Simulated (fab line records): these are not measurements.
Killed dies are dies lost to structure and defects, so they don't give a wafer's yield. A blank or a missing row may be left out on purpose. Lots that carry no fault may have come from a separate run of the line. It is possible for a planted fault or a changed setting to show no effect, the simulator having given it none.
fab line records	flow sky130
record lots=12	wafers=36	lastDay=50
route steps=708 shown NWELL@71 VIA1@473 METAL2@483
lots untouched by any fault: they come from a run of this same line in which no faults occurred
startH: hours from the record's first day to the start of the lot's first wafer shown	waitH: hours elapsed since this lot's preceding step	" the same as in the row above	L1.1+2: one row covering several wafers at once	- no value present, or no start provided	* or withheld: withheld	< > ~ a bound
route shown NAME@n: a module of which the file shows steps, and the number in the route of the first	usual: mean/standard deviation of fault-free wafers	same: alike in all rows	chamber/n: place in a boat	sites: per-site readings	_std_site: how widely they spread, as a standard deviation	_edge_site: inner sites' mean taken away from outer sites' mean	radiusMm: for every site, how far away it sits from the centre of the wafer	mask NAME#n: copy n	behind: tool/chamber where the wafer was last shaped	hold: what put the lot on hold/how long, in hours/how the hold closed	device: the transistor (n, p or np) that didn't switch	end of line: at the end of the route, the tests of the same wafers	where a step has no rows: the recipe by itself	killed: dies lost to structure and defects at the first sort, not the wafer's yield	map: dies across one wafer; x = killed, . = not, _ = none there
set.NAME: the setting as run; set.NAME@STEP: as run at that earlier step	model.NAME: the simulator's own value behind a step, which no gauge read
steps of the route over a sample of lots; a table a step, a row a wafer
services: the hour from which a tool's chamber was out of use, counted from the record's first day as startH (under 0 if before that day), plus the number of hours and why
## steps
# step SKY_NWELL_COAT_18
# recipe spinRpm=2000	resistThkNm=3000
lot.wafer	tool	chamber	startH	waitH
L539.2+3+4	lithoTrack-02	0	107.45	0.1
L540.2+4+5	lithoTrack-02	0	112.55	0.1
L542.1+4+6	lithoTrack-04	0	122.93	0.1
L548.1+4+5	lithoTrack-01	0	164.82	0.1
L549.1+3+6	lithoTrack-01	0	168.22	0.1
L550.1+4+5	lithoTrack-01	0	175.02	0.1
L551.1+2+6	lithoTrack-01	0	181.97	0.1
L552.2+3+5	lithoTrack-02	0	185.05	0.1
L553.1+2+5	lithoTrack-04	0	192.38	0.1
L554.1+2+5	lithoTrack-01	0	192.67	0.1
L555.1+4+6	lithoTrack-02	0	202.07	0.1
L560.3+4+5	lithoTrack-04	0	239.88	0.1
# step SKY_NWELL_STRIP_25
# recipe chemistry=O2/N2	powerW=1400	pressureMtorr=1500	platenTempC=withheld	o2FlowSccm=3000	n2FlowSccm=300	overashFraction=0.5
# usual drypumpMotorCurrentA=5.6/0.37	o2FlowSccm=3000/8.4	oesProductAu=0.722/0.0047	stripTimeToEndpointS=36.95/0.13
lot.wafer	tool	chamber	startH	waitH	drypumpMotorCurrentA	o2FlowSccm	oesProductAu	rfHoursCounterH	stripTimeToEndpointS
L539.2	plasmaAsher-04	1	117.32	0.1	6.0	2999	0.716	40	37.01
L539.3	"	1	"	"	6.1	2990	0.723	-	37.20
L539.4	"	0	"	"	6.0	3016	0.719	-	37.18
L540.2	plasmaAsher-01	0	122.17	0.1	5.3	3005	0.717	43	37.12
L540.4	"	0	"	"	5.2	2999	0.720	-	37.14
L540.5	"	1	"	"	5.2	3008	0.715	-	37.21
L542.1	plasmaAsher-01	1	137.33	0.1	5.2	3002	0.727	44	36.98
L542.4	"	1	"	"	5.2	3009	0.731	-	36.93
L542.6	"	1	"	"	5.2	3000	0.726	-	36.85
L548.1	plasmaAsher-01	1	176.06	0.1	5.2	2988	0.724	48	37.21
L548.4	"	1	"	"	5.2	3008	0.728	-	37.25
L548.5	"	1	"	"	5.2	3000	0.719	-	37.03
L549.1	plasmaAsher-04	1	178.86	0.1	6.0	3000	0.721	46	36.95
L549.3	"	1	"	"	6.1	3010	0.718	-	37.02
L549.6	"	0	"	"	6.1	3008	0.724	-	37.04
L550.1	plasmaAsher-01	1	185.52	0.1	5.2	3011	0.722	50	36.99
L550.4	"	1	"	"	5.2	3014	0.719	-	37.08
L550.5	"	1	"	"	5.2	3001	0.721	-	36.92
L551.1	plasmaAsher-01	0	192.81	0.1	5.2	2984	0.717	50	35.38
L551.2	"	1	"	"	5.2	2993	0.723	50	35.40
L551.6	"	1	"	"	5.2	2986	0.720	-	35.43
L552.2	plasmaAsher-01	0	197.06	0.1	5.2	2992	0.721	51	37.07
L552.3	"	1	"	"	5.2	3008	0.717	-	36.92
L552.5	"	1	"	"	5.2	2997	0.732	-	36.88
L553.1	plasmaAsher-04	0	204.11	0.1	6.1	2989	0.718	49	36.85
L553.2	"	1	"	"	6.1	2979	0.723	49	36.84
L553.5	"	0	"	"	6.0	2982	0.724	-	36.80
L554.1	plasmaAsher-02	1	204.46	0.1	5.5	3001	0.727	39	35.47
L554.2	"	0	"	"	5.9	3004	0.725	39	35.47
L554.5	"	1	"	"	5.4	2994	0.723	-	35.46
L555.1	plasmaAsher-04	1	213.26	0.1	6.1	2996	0.717	50	36.77
L555.4	"	1	"	"	6.0	3002	0.720	-	36.80
L555.6	"	0	"	"	6.1	3011	0.737	-	36.86
L560.3	plasmaAsher-01	0	251.89	0.1	5.3	2993	0.722	-	36.89
L560.4	"	1	"	"	5.2	2997	0.726	-	37.01
L560.5	"	1	"	"	5.2	2994	0.722	-	36.89
# step SKY_VIA1_ETCH_15
# recipe target=SiO2	chemistry=C4F8/O2/Ar	targetDepthNm=351	stopOn=TiN	maskMaterial=KrF-thick	sourceW=1500	biasW=1200	pressureMtorr=40	c4f8FlowSccm=withheld	O2_flow_sccm=6	Ar_flow_sccm=300	timeS=54
# usual oesProductAu=0.982/0.0059
lot.wafer	tool	chamber	startH	waitH	oesProductAu	rfHoursCounterH
L539.2	rieDiel-03	1	804.70	0.0	0.981	9
L539.3	"	0	"	"	0.981	10
L539.4	"	3	"	"	0.978	30
L540.2	rieDiel-02	1	816.68	0.0	0.977	11
L540.4	"	0	"	"	0.986	13
L540.5	"	2	"	"	0.989	-
L542.1	rieDiel-03	3	838.08	0.0	0.964	32
L542.4	"	1	"	"	0.976	10
L542.6	"	2	"	"	0.979	-
L549.1	rieDiel-03	2	885.42	0.0	0.978	17
L549.3	"	3	"	"	0.977	33
L549.6	"	0	"	"	0.978	-
L548.1	rieDiel-03	2	892.33	0.0	0.987	17
L548.4	"	2	"	"	0.977	-
L548.5	"	0	"	"	0.970	-
L550.1	rieDiel-01	3	903.08	0.0	0.983	14
L550.4	"	2	"	"	0.978	1
L550.5	"	2	"	"	0.989	-
L551.1	rieDiel-03	2	908.33	0.0	0.987	18
L551.2	"	0	"	"	0.981	14
L551.6	"	2	"	"	0.982	-
L552.2	rieDiel-01	1	911.53	0.0	0.985	9
L552.3	"	2	"	"	0.985	1
L552.5	"	3	"	"	0.980	-
L553.1	rieDiel-02	2	917.17	0.0	0.989	9
L553.2	"	3	"	"	0.981	7
L553.5	"	0	"	"	0.987	-
L554.1	rieDiel-03	0	920.93	0.0	0.979	15
L554.2	"	1	"	"	0.966	11
L554.5	"	0	"	"	0.979	-
L555.1	rieDiel-01	2	931.77	0.0	0.989	1
L555.4	"	3	"	"	0.977	15
L555.6	"	3	"	"	0.977	-
L560.3	rieDiel-02	0	973.37	0.0	0.992	18
L560.4	"	1	"	"	0.980	15
L560.5	"	3	"	"	0.977	-
# step SKY_METAL2_SPUTTER_00
# recipe material=Ti	targetThkNm=15	powerW=3000	timeS=10	chamberPressurePa=0.4
# usual throttleValvePct=29.6/1.2
lot.wafer	tool	chamber	startH	waitH	throttleValvePct
L539.2	pvdSputter-02	-	805.97	0.2	28.1
L539.3	"	-	"	"	29.5
L539.4	"	-	"	"	29.2
L540.2	pvdSputter-01	-	818.07	0.1	28.3
L540.4	"	-	"	"	28.9
L540.5	"	-	"	"	31.9
L542.1	pvdSputter-02	-	839.36	0.1	29.0
L542.4	"	-	"	"	28.2
L542.6	"	-	"	"	28.2
L549.1	pvdSputter-04	-	886.69	0.2	30.5
L549.3	"	-	"	"	30.8
L549.6	"	-	"	"	28.9
L548.1	pvdSputter-04	-	893.60	0.1	30.6
L548.4	"	-	"	"	31.3
L548.5	"	-	"	"	28.7
L550.1	pvdSputter-02	-	904.35	0.1	28.4
L550.4	"	-	"	"	29.0
L550.5	"	-	"	"	29.3
L551.1	pvdSputter-02	-	909.61	0.2	28.5
L551.2	"	-	"	"	28.0
L551.6	"	-	"	"	28.0
L552.2	pvdSputter-04	-	912.83	0.1	29.0
L552.3	"	-	"	"	30.3
L552.5	"	-	"	"	28.7
L553.1	pvdSputter-04	-	918.44	0.2	30.3
L553.2	"	-	"	"	31.0
L553.5	"	-	"	"	30.8
L554.1	pvdSputter-04	-	922.20	0.2	28.6
L554.2	"	-	"	"	30.2
L554.5	"	-	"	"	30.3
L555.1	pvdSputter-01	-	933.39	0.1	31.8
L555.4	"	-	"	"	27.9
L555.6	"	-	"	"	28.2
L560.3	pvdSputter-01	-	974.64	0.2	31.9
L560.4	"	-	"	"	29.1
L560.5	"	-	"	"	31.0
# step SKY_METAL2_SPUTTER_01
# recipe material=TiN	targetThkNm=20	powerW=6500	timeS=16.7	chamberPressurePa=0.4
# usual throttleValvePct=29.6/1.2
lot.wafer	tool	chamber	startH	waitH	throttleValvePct
L539.2	pvdSputter-02	-	806.00	0.0	28.1
L539.3	"	-	"	"	29.4
L539.4	"	-	"	"	29.2
L540.2	pvdSputter-01	-	818.09	0.0	28.4
L540.4	"	-	"	"	29.3
L540.5	"	-	"	"	32.1
L542.1	pvdSputter-02	-	839.38	0.0	29.9
L542.4	"	-	"	"	28.4
L542.6	"	-	"	"	28.2
L549.1	pvdSputter-04	-	886.72	0.0	30.4
L549.3	"	-	"	"	31.0
L549.6	"	-	"	"	28.7
L548.1	pvdSputter-04	-	893.62	0.0	30.5
L548.4	"	-	"	"	31.0
L548.5	"	-	"	"	28.8
L550.1	pvdSputter-02	-	904.38	0.0	28.4
L550.4	"	-	"	"	29.4
L550.5	"	-	"	"	29.4
L551.1	pvdSputter-02	-	909.63	0.0	28.5
L551.2	"	-	"	"	28.5
L551.6	"	-	"	"	28.0
L552.2	pvdSputter-04	-	912.85	0.0	28.6
L552.3	"	-	"	"	30.4
L552.5	"	-	"	"	28.7
L553.1	pvdSputter-04	-	918.47	0.0	30.1
L553.2	"	-	"	"	31.3
L553.5	"	-	"	"	30.7
L554.1	pvdSputter-04	-	922.22	0.0	28.7
L554.2	"	-	"	"	30.5
L554.5	"	-	"	"	30.3
L555.1	pvdSputter-01	-	933.41	0.0	32.0
L555.4	"	-	"	"	28.1
L555.6	"	-	"	"	28.1
L560.3	pvdSputter-01	-	974.67	0.0	32.0
L560.4	"	-	"	"	29.1
L560.5	"	-	"	"	31.1
## services
tool	chamber	startH	hours	kind
plasmaAsher-01	-	94.15	0.7	repair
plasmaAsher-01	-	106.33	10.0	pm
pvdSputter-04	-	154.78	14.3	repair
pvdSputter-02	-	221.24	2.2	repair
pvdSputter-02	-	228.05	3.8	repair
pvdSputter-04	-	238.36	5.0	repair
pvdSputter-04	-	241.45	6.4	repair
pvdSputter-02	-	281.14	0.5	repair
pvdSputter-02	-	283.67	3.2	repair
pvdSputter-04	-	292.48	3.2	repair
plasmaAsher-01	-	335.35	4.2	repair
plasmaAsher-01	-	421.25	9.0	pm
pvdSputter-04	-	486.06	0.7	repair
pvdSputter-02	-	520.72	6.0	repair
plasmaAsher-01	-	565.73	2.4	repair
pvdSputter-04	-	572.00	5.6	repair
pvdSputter-02	-	625.32	0.7	repair
plasmaAsher-01	-	679.05	14.7	repair
plasmaAsher-01	-	693.75	2.8	pm
pvdSputter-04	-	699.35	7.9	repair
plasmaAsher-01	-	709.86	2.4	repair
plasmaAsher-01	-	738.93	9.2	repair
pvdSputter-02	-	760.52	4.8	repair
plasmaAsher-01	-	885.80	7.4	repair
## key
firstSign step=SKY_NWELL_STRIP_25	reading=stripTimeToEndpointS	direction=down	sigmas=11	usual=*	struck=*
effect none on later readings
metAt SKY_NWELL_COAT_18
struckLots L551,L554
testerLeftOut L551,L554
notActingAt SKY_VIA1_ETCH_15,SKY_METAL2_SPUTTER_00,SKY_METAL2_SPUTTER_01
onsetBetween 175.02 181.97
fault kind=processParameterDrift	tool=lithoTrack-01	chamber=-	onsetH=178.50	steps=SKY_NWELL_COAT_18	channel=resistThkNm	offset=-126.18	shape=step	endH=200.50	actsIn=theseRecipesOnly	stated=3000
# testerLeftOut: of these lots the tester's yield and bins aren't shown, on N5 and GAA mostly nor the transistor test; their killed dies are dies lost to structure and defects alone, not to doping, threshold or leakage, so they don't give the yield
